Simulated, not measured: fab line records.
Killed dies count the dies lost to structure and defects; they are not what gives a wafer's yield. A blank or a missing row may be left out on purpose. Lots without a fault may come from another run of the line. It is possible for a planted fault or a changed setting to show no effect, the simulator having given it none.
fab line records	flow sky130
record: lots: 6	wafers: 18	lastDay: 50
route steps=708 shown CAP2M@606 METAL4@621 VIA4@639 PAD_OPEN@708
lots that met no fault: taken from a fault-free run of the same line
startH: hours from the record's opening day to when the first of the lot's shown wafers began	waitH: time in hours since the lot's previous step	" the same as in the row above	L1.1+2: several wafers, shown together as one row	- value missing, or start not given	* or withheld: withheld	< > ~ a bound
route shown NAME@n: NAME is a module with steps in the file, n the number in the route of the first one	usual: mean/standard deviation taken from wafers without a fault	same: alike in all rows	chamber/n: place in a boat	sites: each site's reading	_std_site: standard deviation of those values	_edge_site: mean of outer sites minus mean of inner sites	radiusMm: for every site, how far away it sits from the centre of the wafer	mask NAME#n: copy n	behind: the most recent tool/chamber to have shaped the wafer	hold: the reason the lot was held/the length of the hold in hours/how it ended	device: whichever transistor did not switch (one of n, p or np)	end of line: tests of these same wafers at the route's end	for a step that has no rows: nothing shown but its recipe	killed: dies that structure and defects cost at the first sort, which is not the same as the wafer's yield	map: a wafer's dies, marking killed ones x, the rest . and places with no die _
set.NAME: the setting the step ran with; set.NAME@STEP: the setting that earlier step ran with	model.NAME: the simulator's own value behind a step, which no gauge read
lots at some steps of the route; a table a step, a row a wafer
services: when a tool's chamber went out of use (startH, in hours from the record's first day, below 0 if earlier), for how many hours, and the reason
== steps ==
step: SKY_CAP2M_RS_MEAS_03
recipe: thkMeasGauge: four-point-probe	reads: TiN_of_CAP2M_SPUTTER_02
usual: CAP2M_TIN_RS: 6.90/0.072
lot.wafer	tool	chamber	startH	waitH	CAP2M_TIN_RS[ohm/sq]
L878.3	filmMetro-02	-	932.61	0.1	6.87
L878.4	"	-	"	"	6.83
L878.6	"	-	"	"	6.97
L883.1	filmMetro-03	-	972.76	0.1	6.85
L883.2	"	-	"	"	6.74
L883.5	"	-	"	"	6.74
L885.1	filmMetro-03	-	996.79	0.1	6.90
L885.2	"	-	"	"	7.07
L885.5	"	-	"	"	6.86
L886.2	filmMetro-03	-	997.57	0.1	6.89
L886.3	"	-	"	"	7.05
L886.6	"	-	"	"	6.97
L887.1	filmMetro-03	-	1005.08	0.1	6.84
L887.4	"	-	"	"	6.93
L887.6	"	-	"	"	7.04
L900.1	filmMetro-03	-	1082.18	0.1	6.84
L900.4	"	-	"	"	6.86
L900.6	"	-	"	"	6.84
step: SKY_CAP2M_THK_MEAS_04
recipe: thkMeasGauge: xrf	reads: TiN_of_CAP2M_SPUTTER_02
usual: CAP2M_TIN_THK: 200.5/2
lot.wafer	tool	chamber	startH	waitH	CAP2M_TIN_THK[nm]
L878.3	filmMetro-02	-	932.71	0.1	202.5
L878.4	"	-	"	"	204.1
L878.6	"	-	"	"	200.2
L883.1	filmMetro-03	-	972.88	0.1	202.5
L883.2	"	-	"	"	205.8
L883.5	"	-	"	"	204.9
L885.1	filmMetro-03	-	996.91	0.1	200.8
L885.2	"	-	"	"	196.0
L885.5	"	-	"	"	202.5
L886.2	filmMetro-03	-	997.68	0.1	201.0
L886.3	"	-	"	"	196.4
L886.6	"	-	"	"	199.4
L887.1	filmMetro-03	-	1005.20	0.1	202.0
L887.4	"	-	"	"	200.9
L887.6	"	-	"	"	197.0
L900.1	filmMetro-03	-	1082.30	0.1	201.8
L900.4	"	-	"	"	201.0
L900.6	"	-	"	"	202.1
step: SKY_CAP2M_DEHYDRATE_05
recipe: tempC: 200	timeS: 60
step: SKY_CAP2M_HMDS_06
recipe: primeTimeS: 60	primeTempC: 120
step: SKY_CAP2M_COAT_07
recipe: resist: NOVOLAK	spinRpm: 3000	resistThkNm: 1140
step: SKY_CAP2M_SOFTBAKE_08
recipe: tempC: 90	timeS: 60	resist: NOVOLAK
step: SKY_CAP2M_EXPOSE_09
recipe: maskId: CAP2M	na: 0.6	sourceShape: conventional	sigmaOuter: 0.6	polarization: unpolarized	targetCdNm: 1000	doseMj: 159
step: SKY_CAP2M_PEB_10
recipe: tempC: withheld	timeS: *	resist: NOVOLAK
step: SKY_CAP2M_DEVELOP_11
recipe: resist: NOVOLAK	developer: TMAH	developTimeS: 60	devTempC: 23
step: SKY_CAP2M_OVL_MEAS_12
usual: CAP2M_OVL: 0.3/1.4
lot.wafer	tool	chamber	startH	waitH	CAP2M_OVL[nm]
L878.3	overlay-01	-	957.54	0.1	0.2
L878.4	"	-	"	"	0.3
L878.6	"	-	"	"	2.5
L883.1	overlay-02	-	996.08	0.1	-1.0
L883.2	"	-	"	"	0.5
L883.5	"	-	"	"	-0.3
L885.1	overlay-02	-	1019.04	0.1	1.4
L885.2	"	-	"	"	1.0
L885.5	"	-	"	"	0.9
L886.2	overlay-01	-	1020.53	0.1	-0.3
L886.3	"	-	"	"	-0.3
L886.6	"	-	"	"	-1.5
L887.1	overlay-02	-	1026.99	0.1	2.2
L887.4	"	-	"	"	-0.1
L887.6	"	-	"	"	0.6
L900.1	overlay-02	-	1102.81	0.1	1.3
L900.4	"	-	"	"	0.7
L900.6	"	-	"	"	1.0
step: SKY_CAP2M_METAL_ETCH_13
recipe: targetDepthNm: 220	stopOn: SiO2	chemistry: Cl2/BCl3	target: TiN	pressureMtorr: 10	icpW: 913.4	biasW: 48.5	Cl2_flow_sccm: 60	bcl3FlowSccm: 30	timeS: 62.9
step: SKY_CAP2M_STRIP_14
recipe: chemistry: O2/N2	powerW: 1400	pressureMtorr: 1500	platenTempC: withheld	o2FlowSccm: 3000	n2FlowSccm: 300	overashFraction: 0.5
usual: drypumpMotorCurrentA: 5.7/0.53	oesProductAu: 0.710/0.0042	stripTimeToEndpointS: 12.66/0.045
lot.wafer	tool	chamber	startH	waitH	drypumpMotorCurrentA	oesProductAu	rfHoursCounterH	stripTimeToEndpointS
L878.3	plasmaAsher-03	0	957.67	0.1	5.5	0.710	-	12.67
L878.4	"	1	"	"	5.9	0.715	-	12.64
L878.6	"	1	"	"	5.9	0.714	-	12.62
L883.1	plasmaAsher-03	0	996.19	0.1	5.5	0.713	50	12.73
L883.2	"	1	"	"	5.9	0.703	50	12.68
L883.5	"	0	"	"	5.5	0.707	-	12.66
L885.1	plasmaAsher-04	0	1019.16	0.1	6.4	0.711	112	12.75
L885.2	"	1	"	"	6.2	0.714	112	12.65
L885.5	"	0	"	"	6.4	0.716	-	12.63
L886.2	plasmaAsher-04	1	1020.64	0.1	6.2	0.711	113	12.71
L886.3	"	1	"	"	6.2	0.710	-	12.69
L886.6	"	1	"	"	6.2	0.712	-	12.72
L887.1	plasmaAsher-03	0	1027.11	0.1	5.4	0.707	54	12.74
L887.4	"	0	"	"	5.5	0.713	-	12.70
L887.6	"	0	"	"	5.5	0.707	-	12.68
L900.1	plasmaAsher-02	1	1102.92	0.1	4.8	0.699	36	12.64
L900.4	"	0	"	"	6.1	0.705	-	12.61
L900.6	"	1	"	"	4.8	0.712	-	12.63
step: SKY_CAP2M_STRIP_15
recipe: chemistry: postEtchResidueRemover	timeS: 1200	tempC: 72.5
usual: bathGuardTempC: 72.5/0.47
lot.wafer	tool	chamber	startH	waitH	bathGuardTempC
L878.3	wetBench-01	0	957.74	0.0	72.3
L878.4	"	0	"	"	72.2
L878.6	"	0	"	"	72.2
L883.1	wetBench-02	0	996.29	0.1	72.3
L883.2	"	0	"	"	72.1
L883.5	"	0	"	"	72.5
L885.1	wetBench-02	2	1019.26	0.1	72.2
L885.2	"	2	"	"	72.5
L885.5	"	2	"	"	72.7
L886.2	wetBench-02	0	1020.74	0.1	72.0
L886.3	"	0	"	"	72.1
L886.6	"	0	"	"	72.0
L887.1	wetBench-01	2	1027.21	0.1	73.3
L887.4	"	2	"	"	73.1
L887.6	"	2	"	"	73.0
L900.1	wetBench-02	3	1103.02	0.1	73.5
L900.4	"	3	"	"	73.2
L900.6	"	3	"	"	73.1
step: SKY_CAP2M_CLEAN_16
recipe: chemistry: IPA	timeS: 180	tempC: 25
step: SKY_CAP2M_CLEAN_17
recipe: chemistry: O3/DIW	dry: n2Spin
step: SKY_METAL4_DEHYDRATE_05
recipe: tempC: 200	timeS: 60
step: SKY_METAL4_HMDS_06
recipe: primeTimeS: 60	primeTempC: 120
step: SKY_METAL4_COAT_07
recipe: resist: BARC	tempC: withheld	timeS: withheld	spinRpm: 3000	resistThkNm: 60
step: SKY_METAL4_COAT_08
recipe: resist: KrF-thick	spinRpm: 3000	resistThkNm: 1140
step: SKY_METAL4_SOFTBAKE_09
recipe: tempC: 100	timeS: 90	resist: KrF-thick
step: SKY_METAL4_EXPOSE_10
recipe: maskId: MM4	na: 0.68	sourceShape: annular	sigmaInner: 0.4	sigmaOuter: 0.8	targetCdNm: 300	doseMj: 28
step: SKY_METAL4_PEB_11
recipe: pebTempC: withheld	pebTimeS: withheld	resist: KrF-thick
step: SKY_METAL4_DEVELOP_12
recipe: developTimeS: 60	resist: KrF-thick	devTempC: 21
step: SKY_METAL4_CD_MEAS_13
recipe: targetCdNm: 300
usual: cdNm: 299.6/1.4
lot.wafer	tool	chamber	startH	waitH	cdNm
L878.3	cdSem-02	-	981.55	-	298.0
L878.4	"	-	"	"	299.3
L878.6	"	-	"	"	300.1
L883.1	cdSem-02	-	1020.04	-	298.3
L883.2	"	-	"	"	299.6
L883.5	"	-	"	"	299.9
L885.1	cdSem-01	-	1042.59	-	298.3
L885.2	"	-	"	"	299.9
L885.5	"	-	"	"	300.0
L886.2	cdSem-02	-	1044.19	-	302.0
L886.3	"	-	"	"	302.4
L886.6	"	-	"	"	301.9
L887.1	cdSem-01	-	1050.52	-	303.6
L887.4	"	-	"	"	302.6
L887.6	"	-	"	"	302.0
L900.1	cdSem-01	-	1123.97	-	297.9
L900.4	"	-	"	"	299.8
L900.6	"	-	"	"	298.9
step: SKY_METAL4_OVL_MEAS_14
usual: METAL4_OVL: 1/5.4
lot.wafer	tool	chamber	startH	waitH	METAL4_OVL[nm]
L878.3	overlay-02	-	981.65	0.1	5
L878.4	"	-	"	"	9
L878.6	"	-	"	"	11
L883.1	overlay-01	-	1020.16	0.1	10
L883.2	"	-	"	"	5
L883.5	"	-	"	"	7
L885.1	overlay-02	-	1042.71	0.1	-4
L885.2	"	-	"	"	9
L885.5	"	-	"	"	5
L886.2	overlay-01	-	1044.29	0.1	6
L886.3	"	-	"	"	-1
L886.6	"	-	"	"	7
L887.1	overlay-01	-	1050.64	0.1	-8
L887.4	"	-	"	"	-1
L887.6	"	-	"	"	3
L900.1	overlay-01	-	1124.09	0.1	-3
L900.4	"	-	"	"	2
L900.6	"	-	"	"	-2
step: SKY_METAL4_DESCUM_15
recipe: chemistry: O2	sourcePowerW: 150	biasPowerW: 0	pressureMtorr: 10	tempC: 40	timeS: 8
usual: drypumpMotorCurrentA: 5.9/0.48	heBacksideLeakSccm: 3.48/0.23	oesProductAu: 0.996/0.013
lot.wafer	tool	chamber	startH	waitH	drypumpMotorCurrentA	heBacksideLeakSccm	oesProductAu	rfHoursCounterH
L878.3	rieMetal-04	1	981.69	0.0	6.2	3.58	0.993	-
L878.4	"	1	"	"	6.2	3.65	0.990	-
L878.6	"	1	"	"	6.2	3.61	0.990	-
L883.1	rieMetal-03	0	1020.20	0.0	6.4	3.64	1.011	13
L883.2	"	1	"	"	5.0	3.53	0.986	11
L883.5	"	0	"	"	6.4	3.59	1.010	-
L885.1	rieMetal-04	0	1042.75	0.0	6.1	3.41	0.991	16
L885.2	"	1	"	"	6.2	3.72	0.984	15
L885.5	"	0	"	"	6.1	3.30	0.994	-
L886.2	rieMetal-03	1	1044.32	0.0	5.0	3.62	0.998	13
L886.3	"	1	"	"	5.0	3.56	0.986	-
L886.6	"	0	"	"	6.4	3.37	1.017	-
L887.1	rieMetal-03	1	1050.67	0.0	5.0	3.51	0.995	13
L887.4	"	1	"	"	5.0	3.56	0.994	-
L887.6	"	0	"	"	6.4	3.43	1.008	-
L900.1	rieMetal-04	1	1124.12	0.0	6.2	3.79	0.973	21
L900.4	"	0	"	"	6.1	3.38	0.990	-
L900.6	"	1	"	"	6.2	3.93	0.990	-
step: SKY_METAL4_ETCH_16
recipe: chemistry: N2/H2	target: BARC	ionEnergyEv: 200	biasW: 100	pressureMtorr: 30	n2FlowSccm: 100	h2FlowSccm: 200	icpW: 500	stopOn: SiO2	timeS: 88.2	targetDepthA: 600
step: SKY_METAL4_ETCH_17
recipe: target: SiO2	stopOn: TiN	chemistry: C4F8/O2/Ar	sourceW: 1500	biasW: 1180	pressureMtorr: 40	c4f8FlowSccm: withheld	O2_flow_sccm: 6	Ar_flow_sccm: 300	timeS: 3.9	targetDepthA: 150
usual: oesProductAu: 0.747/0.0075
lot.wafer	tool	chamber	startH	waitH	oesProductAu	rfHoursCounterH
L878.3	rieDiel-04	0	981.93	0.1	0.748	18
L878.4	"	1	"	"	0.756	11
L878.6	"	1	"	"	0.750	-
L883.1	rieDiel-02	1	1020.33	0.1	0.743	24
L883.2	"	2	"	"	0.739	9
L883.5	"	2	"	"	0.737	-
L885.1	rieDiel-02	3	1042.88	0.1	0.741	7
L885.2	"	1	"	"	0.749	25
L885.5	"	1	"	"	0.757	-
L886.2	rieDiel-04	1	1044.45	0.1	0.736	13
L886.3	"	3	"	"	0.734	7
L886.6	"	0	"	"	0.754	-
L887.1	rieDiel-01	2	1050.80	0.1	0.743	6
L887.4	"	1	"	"	0.756	1
L887.6	"	3	"	"	0.743	-
L900.1	rieDiel-02	3	1124.25	0.1	0.753	9
L900.4	"	1	"	"	0.750	27
L900.6	"	0	"	"	0.746	-
step: SKY_METAL4_METAL_ETCH_18
recipe: targetDepthA: 8450	stopOn: SiO2	overEtchFrac: 0.3	timeS: 183.1	chemistry: Cl2/BCl3	resistSidewallDeg: 88	pressureMtorr: 10	icpW: 900	biasW: 48.5	Cl2_flow_sccm: 60	bcl3FlowSccm: 30
step: SKY_METAL4_STRIP_19
recipe: chemistry: O2/N2	powerW: 1400	pressureMtorr: 1500	platenTempC: withheld	o2FlowSccm: 3000	n2FlowSccm: 300	overashFraction: 0.5
usual: drypumpMotorCurrentA: 5.8/0.7	oesProductAu: 0.505/0.0071	stripTimeToEndpointS: 6.60/0.12
lot.wafer	tool	chamber	startH	waitH	drypumpMotorCurrentA	oesProductAu	rfHoursCounterH	stripTimeToEndpointS
L878.3	plasmaAsher-01	0	982.16	0.1	6.5	0.512	-	6.68
L878.4	"	1	"	"	5.1	0.501	-	6.45
L878.6	"	0	"	"	6.6	0.492	-	6.39
L883.1	plasmaAsher-01	0	1020.53	0.1	6.6	0.499	94	6.44
L883.2	"	1	"	"	5.0	0.518	94	6.69
L883.5	"	0	"	"	6.6	0.496	-	6.37
L885.1	plasmaAsher-02	0	1043.08	0.1	6.1	0.509	30	6.58
L885.2	"	1	"	"	4.8	0.517	30	6.83
L885.5	"	0	"	"	6.1	0.505	-	6.75
L886.2	plasmaAsher-01	0	1044.65	0.1	6.5	0.499	96	6.62
L886.3	"	0	"	"	6.5	0.501	-	6.62
L886.6	"	0	"	"	6.5	0.502	-	6.47
L887.1	plasmaAsher-02	0	1051.00	0.1	6.1	0.501	31	6.58
L887.4	"	1	"	"	4.8	0.508	-	6.71
L887.6	"	1	"	"	4.8	0.514	-	6.75
L900.1	plasmaAsher-01	1	1124.45	0.1	5.0	0.507	103	6.68
L900.4	"	0	"	"	6.6	0.488	-	6.37
L900.6	"	1	"	"	5.0	0.494	-	6.41
step: SKY_METAL4_STRIP_20
recipe: chemistry: postEtchResidueRemover	timeS: 1200	tempC: 72.5
step: SKY_METAL4_CLEAN_21
recipe: chemistry: IPA	timeS: 180	tempC: 25
step: SKY_METAL4_CLEAN_22
recipe: chemistry: O3/DIW	dry: n2Spin
step: SKY_VIA4_HDPCVD_00
recipe: material: SiO2	targetThkNm: 1750	sigmaOpenFrac: 0.3	timeS: 291.7	tempC: 400	sih4FlowSccm: 60	pressureMtorr: 6
step: SKY_VIA4_THK_MEAS_01
recipe: reads: SiO2_of_VIA4_HDPCVD_00
usual: VIA4_HDPCVD_THK: 1760/19
lot.wafer	tool	chamber	startH	waitH	VIA4_HDPCVD_THK[nm]
L878.3	filmMetro-02	-	982.92	0.1	1782
L878.4	"	-	"	"	1754
L878.6	"	-	"	"	1782
L883.1	filmMetro-02	-	1021.30	0.1	1767
L883.2	"	-	"	"	1790
L883.5	"	-	"	"	1748
L885.1	filmMetro-03	-	1043.85	0.1	1778
L885.2	"	-	"	"	1735
L885.5	"	-	"	"	1770
L886.2	filmMetro-02	-	1045.43	0.1	1751
L886.3	"	-	"	"	1735
L886.6	"	-	"	"	1730
L887.1	filmMetro-03	-	1051.92	0.1	1761
L887.4	"	-	"	"	1767
L887.6	"	-	"	"	1738
L900.1	filmMetro-03	-	1125.24	0.1	1746
L900.4	"	-	"	"	1734
L900.6	"	-	"	"	1767
step: SKY_VIA4_CMP_02
recipe: material: SiO2	downForcePsi: 4	platenRpm: 60	padVelocityMS: 0.94248
usual: motorCurrentA: 11.8/1.2
lot.wafer	tool	chamber	startH	waitH	motorCurrentA
L878.4	cmp-02	2	982.96	0.0	12.3
L878.3	"	0	"	"	11.6
L878.6	"	2	"	"	12.7
L883.1	cmp-02	1	1021.36	0.1	12.1
L883.2	"	0	"	"	10.8
L883.5	"	1	"	"	11.7
L885.1	cmp-01	2	1043.96	0.1	10.3
L885.2	"	3	"	"	11.1
L885.5	"	1	"	"	10.7
L886.2	cmp-02	2	1045.58	0.1	11.9
L886.3	"	3	"	"	14.2
L886.6	"	0	"	"	11.7
L887.1	cmp-01	2	1052.03	0.1	10.8
L887.4	"	3	"	"	11.2
L887.6	"	1	"	"	10.3
L900.4	cmp-02	0	1125.35	0.1	10.6
L900.1	"	1	"	"	11.8
L900.6	"	0	"	"	11.6
step: SKY_VIA4_BOW_MEAS_03
recipe: mode: bow
usual: VIA4_BOW: 82/9.2
lot.wafer	tool	chamber	startH	waitH	VIA4_BOW[um]
L878.3	filmMetro-03	-	983.30	0.2	87
L878.4	"	-	"	"	73
L878.6	"	-	"	"	100
L883.1	filmMetro-02	-	1021.66	0.2	76
L883.2	"	-	"	"	84
L883.5	"	-	"	"	93
L885.1	filmMetro-01	-	1044.21	0.2	96
L885.2	"	-	"	"	66
L885.5	"	-	"	"	78
L886.2	filmMetro-02	-	1045.80	0.2	80
L886.3	"	-	"	"	82
L886.6	"	-	"	"	74
L887.1	filmMetro-03	-	1052.28	0.2	75
L887.4	"	-	"	"	90
L887.6	"	-	"	"	85
L900.1	filmMetro-02	-	1125.60	0.1	80
L900.4	"	-	"	"	77
L900.6	"	-	"	"	86
step: SKY_VIA4_DEHYDRATE_04
recipe: tempC: 200	timeS: 60
step: SKY_VIA4_HMDS_05
recipe: primeTimeS: 60	primeTempC: 120
step: SKY_VIA4_COAT_06
recipe: resist: NOVOLAK	spinRpm: 3000	resistThkNm: 1140
step: SKY_VIA4_SOFTBAKE_07
recipe: tempC: 90	timeS: 60	resist: NOVOLAK
step: SKY_VIA4_EXPOSE_08
recipe: maskId: VIM4	na: 0.6	sourceShape: conventional	sigmaOuter: 0.6	polarization: unpolarized	targetCdNm: 800	doseMj: 132
step: SKY_PAD_OPEN_PROBE_99
usual: defectLimitedYield: 82.4/2	killed_at_M0_to_M3: 43/6.6	killed_at_M4_up: 3.0/1.7	killedAtContacts: 24/5.4	killedAtFrontEnd: 16/4.6	killedAtOther: 0.3/0.53	killedDies: 87/9.7	killedOpen: 47/7.3	killedShort: 39/6.5
same: grossDies: 492	killedAtBackSide: 0
lot.wafer	tool	chamber	startH	waitH	hold	defectLimitedYield[%]	killed_at_M0_to_M3	killed_at_M4_up	killedAtContacts	killedAtFrontEnd	killedAtOther	killedDies	killedOpen	killedShort	model.etest.tester.sortNPass	model.etest.tester.sortYieldPct	model.etest.tester.sort_bin_5_pct	model.etest.tester.sort_bin_3_pct
L878.3	prober-02	-	1077.81	0.2	-	82.9	50	4	17	13	0	84	41	43	408	82.93	11.18	0.6098
L878.4	prober-02	-	1077.86	0.2	-	82.5	47	2	20	17	0	86	54	32	406	82.52	9.959	0.6098
L878.6	prober-02	-	1077.96	0.2	-	82.9	44	2	22	16	0	84	48	36	408	82.93	9.756	0.4065
L883.1	prober-01	-	1111.43	0.1	-	80.3	52	1	28	14	2	97	44	53	395	80.28	11.18	1.22
L883.2	prober-01	-	1111.48	0.1	-	84.8	35	7	18	15	0	75	40	35	417	84.76	8.943	0.4065
L883.5	prober-01	-	1111.63	0.2	-	79.5	52	3	24	21	1	101	59	40	391	79.47	11.79	1.423
L885.1	prober-02	-	1131.41	0.1	awaitDispo/1.9h/release	74.2	31	5	20	9	62	127	31	34	365	74.19	17.68	2.033
L885.2	prober-02	-	1131.46	0.1	awaitDispo/1.9h/release	68.1	48	4	18	21	66	157	51	40	335	68.09	20.93	3.659
L885.5	prober-02	-	1131.61	0.2	awaitDispo/1.9h/release	71.5	42	1	22	19	56	140	52	32	352	71.54	16.46	5.081
L886.2	prober-01	-	1132.73	0.1	awaitDispo/2.0h/release	78.9	39	3	20	15	27	104	40	37	388	78.86	11.38	2.236
L886.3	prober-01	-	1132.78	0.2	awaitDispo/2.0h/release	78.9	39	3	20	15	27	104	42	35	388	78.86	12.2	2.846
L886.6	prober-01	-	1132.93	0.2	awaitDispo/2.0h/release	78.0	31	3	23	23	28	108	47	34	384	78.05	12.6	3.455
L887.1	prober-02	-	1138.31	0.1	-	82.3	44	3	20	19	1	87	39	47	405	82.32	12.4	0.6098
L887.4	prober-02	-	1138.46	0.2	-	84.1	36	5	27	10	0	78	42	35	414	84.15	8.943	1.016
L887.6	prober-02	-	1138.56	0.2	-	85.8	35	2	22	11	0	70	39	30	422	85.77	8.13	1.626
L900.1	prober-01	-	1199.96	0.1	-	80.7	45	4	30	15	1	95	46	47	397	80.69	9.35	0.813
L900.4	prober-01	-	1200.11	0.2	-	82.1	47	1	25	14	1	88	52	35	404	82.11	11.38	1.016
L900.6	prober-01	-	1200.21	0.2	-	79.9	45	3	34	17	0	99	62	37	369	75	16.46	0.4065
killed by level:class
L878.3 VIA1:geometricParticle:open=11 METAL2:geometricParticle:short=8 VIA3:geometricParticle:open=7 VIA1:geometricParticle:short=6 CONTACT:geometricParticle:open=5 CONTACT:geometricParticle:short=4 VIA2:geometricParticle:open=4 VIA2:geometricParticle:short=4
L878.4 VIA1:geometricParticle:open=17 CONTACT:geometricParticle:open=9 VIA3:geometricParticle:open=7 METAL1:geometricParticle:short=6 FIELD_ISO:geometricParticle:open=5 LI_CONTACT:geometricParticle:open=5 VIA2:geometricParticle:open=5 METAL2:geometricParticle:short=4
L878.6 VIA1:geometricParticle:open=11 CONTACT:geometricParticle:open=9 FIELD_ISO:geometricParticle:open=8 VIA2:geometricParticle:open=7 LOCAL_INTERCONNECT:geometricParticle:short=6 METAL2:geometricParticle:short=6 LI_CONTACT:geometricParticle:open=4 VIA1:geometricParticle:short=4
L883.1 METAL1:geometricParticle:short=12 VIA3:geometricParticle:open=10 LI_CONTACT:geometricParticle:open=7 LOCAL_INTERCONNECT:geometricParticle:short=7 CONTACT:geometricParticle:open=6 VIA1:geometricParticle:short=6 VIA1:geometricParticle:open=6 VIA2:geometricParticle:open=6
L883.2 VIA1:geometricParticle:open=9 POLY_GATE:geometricParticle:open=6 LI_CONTACT:geometricParticle:open=6 VIA2:geometricParticle:open=6 CONTACT:geometricParticle:open=5 VIA2:geometricParticle:short=5 CONTACT:geometricParticle:short=4 METAL1:geometricParticle:short=4
L883.5 VIA3:geometricParticle:open=12 VIA1:geometricParticle:open=12 CONTACT:geometricParticle:open=11 LI_CONTACT:geometricParticle:open=8 METAL2:geometricParticle:short=7 VIA2:geometricParticle:open=6 POLY_GATE:geometricParticle:short=5 FIELD_ISO:geometricParticle:short=4
L885.1 CAP2M:unspecified=62 VIA1:geometricParticle:open=9 CONTACT:geometricParticle:open=8 VIA1:geometricParticle:short=6 METAL1:geometricParticle:short=5 LI_CONTACT:geometricParticle:open=4 CONTACT:geometricParticle:short=4 METAL4:geometricParticle:short=4
L885.2 CAP2M:unspecified=66 VIA1:geometricParticle:open=17 VIA3:geometricParticle:open=7 POLY_GATE:geometricParticle:open=6 POLY_GATE:geometricParticle:short=5 CONTACT:geometricParticle:open=5 VIA1:geometricParticle:short=5 LI_CONTACT:geometricParticle:open=4
L885.5 CAP2M:unspecified=56 CONTACT:geometricParticle:open=10 VIA1:geometricParticle:open=10 VIA3:geometricParticle:open=9 METAL1:geometricParticle:short=7 LOCAL_INTERCONNECT:geometricParticle:short=6 VIA2:geometricParticle:open=6 FIELD_ISO:geometricParticle:open=5
L886.2 CAP2M:unspecified=27 VIA1:geometricParticle:open=10 CONTACT:geometricParticle:open=7 FIELD_ISO:geometricParticle:short=6 CONTACT:geometricParticle:short=6 METAL1:geometricParticle:short=6 VIA3:geometricParticle:open=5 POLY_GATE:geometricParticle:open=4
L886.3 CAP2M:unspecified=27 VIA1:geometricParticle:open=11 LI_CONTACT:geometricParticle:open=7 VIA3:geometricParticle:open=7 CONTACT:geometricParticle:short=6 FIELD_ISO:geometricParticle:open=5 VIA1:geometricParticle:short=5 METAL2:geometricParticle:short=5
L886.6 CAP2M:unspecified=27 VIA1:geometricParticle:open=9 FIELD_ISO:geometricParticle:open=7 POLY_GATE:geometricParticle:open=7 LI_CONTACT:geometricParticle:open=7 CONTACT:geometricParticle:open=6 CONTACT:geometricParticle:short=5 FIELD_ISO:geometricParticle:short=4
L887.1 VIA3:geometricParticle:open=9 METAL1:geometricParticle:short=7 POLY_GATE:geometricParticle:short=6 POLY_GATE:geometricParticle:open=5 VIA1:geometricParticle:open=5 VIA2:geometricParticle:short=5 FIELD_ISO:geometricParticle:short=4 CONTACT:geometricParticle:open=4
L887.4 LI_CONTACT:geometricParticle:open=11 VIA1:geometricParticle:open=9 CONTACT:geometricParticle:open=7 METAL2:geometricParticle:short=6 VIA2:geometricParticle:open=6 VIA1:geometricParticle:short=5 POLY_GATE:geometricParticle:short=4 CONTACT:geometricParticle:short=4
L887.6 CONTACT:geometricParticle:open=9 METAL1:geometricParticle:short=9 LI_CONTACT:geometricParticle:open=6 VIA2:geometricParticle:open=5 VIA1:geometricParticle:open=4 FIELD_ISO:geometricParticle:open=3 VIA3:geometricParticle:short=3 VIA1:geometricParticle:short=3
L900.1 CONTACT:geometricParticle:open=13 VIA1:geometricParticle:open=12 METAL2:geometricParticle:short=9 LI_CONTACT:geometricParticle:open=6 METAL1:geometricParticle:short=6 VIA1:geometricParticle:short=5 LI_CONTACT:geometricParticle:short=5 FIELD_ISO:geometricParticle:open=4
L900.4 VIA1:geometricParticle:open=10 CONTACT:geometricParticle:open=9 VIA3:geometricParticle:open=9 METAL2:geometricParticle:short=9 LI_CONTACT:geometricParticle:open=7 VIA1:geometricParticle:short=6 CONTACT:geometricParticle:short=5 METAL1:geometricParticle:short=4
L900.6 CONTACT:geometricParticle:open=16 VIA1:geometricParticle:open=11 VIA3:geometricParticle:open=10 LI_CONTACT:geometricParticle:open=8 FIELD_ISO:geometricParticle:open=6 VIA1:geometricParticle:short=5 METAL2:geometricParticle:short=5 FIELD_ISO:geometricParticle:short=4
map L885.2 (x killed, . not)
__________.x.x..x..._________
________.....xx......._______
______................x._____
_____..x....x...x.....x..____
____x..x.x...x......x..x..___
___.....xx...xx...xx.x.....__
__.......x..xx.x........x..._
_...x..............xxx.......
_..x...x..x......x.xx.x......
_x..x.x..........xxxxxx...xx.
_....x...x...x..x..xxxxxx.xx.
_...x......x....xxxxxxxxxxxx.
_.....x.x..x....xxxxxxxxx.x.x
_.......x.xx....xxxxxxxxxxx..
_x..x...........xxxxxxxxx.x..
__...xx.x....x...xxxxxxxx.x._
___........xxx.x..x.xx..xx.__
____.x....x...........x.x.___
_____x.x..........x...xx.____
______....x....x...x...x_____
________.........x..xx_______
__________...xx.x..._________
map L886.6 (x killed, . not)
__________........x._________
________.............._______
______....x..xx........._____
_____x......x.x...x......____
____..x.x........xx.x....x___
___..............x......x..__
__.......x...............x.._
_.x.......x............x.....
_..x....x......x...x.......x.
_xx.xx.........x..x..xx......
_x.....x.......x.............
_................x.x...xx.x..
_.x.....x...xx...xxx...x..xxx
_......x...x......x...x.xxxxx
_....x.....x..x..x.....xxxxxx
__x...x.xx......x......xxxxx_
___...x......x.x.......xxxx__
____..x..xx..x....xx..xxxx___
_____.x............x...xx____
______x.....x..........._____
________.............._______
__________.x......xx_________
== services ==
tool	chamber	startH	hours	kind
cmp-01	-	934.22	7.1	pm
plasmaAsher-03	-	940.36	5.2	repair
cmp-02	-	946.04	0.3	repair
rieDiel-01	3	948.72	5.5	repair
cmp-02	-	958.98	1.1	repair
rieDiel-01	-	969.51	2.8	pm
plasmaAsher-04	-	970.43	4.3	repair
rieDiel-04	1	972.59	8.7	repair
rieMetal-04	0	978.79	14.7	repair
plasmaAsher-04	-	1009.51	4.9	repair
plasmaAsher-02	-	1016.69	2.8	pm
rieDiel-04	2	1016.73	5.7	repair
cmp-02	-	1039.52	1.0	repair
rieDiel-01	-	1044.88	0.6	repair
plasmaAsher-04	-	1050.82	2.6	repair
cmp-02	-	1053.24	7.1	pm
plasmaAsher-04	-	1055.25	9.0	pm
plasmaAsher-01	-	1082.39	9.2	repair
cmp-01	-	1084.15	4.0	pm
rieDiel-04	-	1102.46	1.2	repair
plasmaAsher-04	-	1102.90	0.6	repair
rieDiel-04	3	1103.02	2.6	repair
rieDiel-02	2	1110.04	11.4	repair
cmp-01	-	1114.22	2.3	repair
== key ==
firstSign: step: SKY_PAD_OPEN_PROBE_99	reading: killedAtOther	direction: up	sigmas: 44	usual: 0.3	struck: 44.3
effect: step: SKY_PAD_OPEN_PROBE_99	reading: killedDies	direction: up	sigmas: 3.8	usual: 87	struck: 123
modelEffect: step: SKY_PAD_OPEN_PROBE_99	value: etest.tester.sortNPass	without: 407	struck: 368.7
metAt SKY_CAP2M_STRIP_15
struckWafers L885.1,L885.2,L885.5,L886.2,L886.3,L886.6
onsetBetween 996.29 1019.26
alsoFits SKY_CAP2M_STRIP_14:plasmaAsher-04
fault: kind: chamberParticleSource	tool: wetBench-02	chamber: -	onsetH: 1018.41	steps: SKY_CAP2M_STRIP_15	ratePerVisitCm2: 1.261	endH: 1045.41
